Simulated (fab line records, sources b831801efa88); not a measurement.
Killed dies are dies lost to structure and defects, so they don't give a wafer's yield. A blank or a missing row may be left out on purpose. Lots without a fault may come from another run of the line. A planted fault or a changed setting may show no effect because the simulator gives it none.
Which tool did it? | flow gf180mcu | 12 lots, 36 wafers sampled, at 1 step of a route of 602

WHAT THE GAUGES READ, wafer by wafer
GF_SALICIDE_RS_MEAS_04: measures by four-point-probe.
lot  | measured     | on            | SALICIDE_TIN_RS (ohm/sq)
L075 | day 15 09:37 | film_metro-03 | 16.5 16.2 16.1
L077 | day 16 07:59 | film_metro-02 | 16.7 16.2 16.0
L079 | day 16 23:43 | film_metro-03 | 16.5 15.9 16.4
L081 | day 17 14:48 | film_metro-02 | 16.5 16.4 16.6
L083 | day 18 12:10 | film_metro-01 | 15.9 16.2 15.9
L085 | day 19 08:57 | film_metro-02 | 16.3 15.9 16.0
L087 | day 20 04:28 | film_metro-02 | 16.1 15.9 16.3
L089 | day 20 17:58 | film_metro-03 | 16.6 16.7 16.7
L091 | day 21 06:01 | film_metro-01 | 15.8 15.7 15.9
L093 | day 21 21:19 | film_metro-03 | 15.9 16.5 16.6
L095 | day 22 09:14 | film_metro-03 | 16.1 16.3 16.7
L097 | day 23 04:02 | film_metro-03 | 17.0 16.9 16.9

WHICH TOOL RAN EACH LOT (tool, then ch and the chambers of the sampled wafers, then the start)
The record holds no process step before these readings.

THE ANSWER, worked out from the rows above alone
Rule: what is usual is taken from the lots themselves. Put in order of their means at a reading, lots are off if they are a third of the lots or fewer, leave a main group of 4 or more, and stand apart from it by a gap of 3 or more times the standard deviation of the main group's means; of several such gaps the widest counts. A main group whose means are all the same, to the digits that the tables above print for the reading, isn't used. A lot without any number at a reading at which 4 lots or more have one is off too. The other lots that the step has rows for count as sound.
No lot is off at any reading shown: from this, nothing can be told.

WHAT THE SIMULATOR HAD PUT IN
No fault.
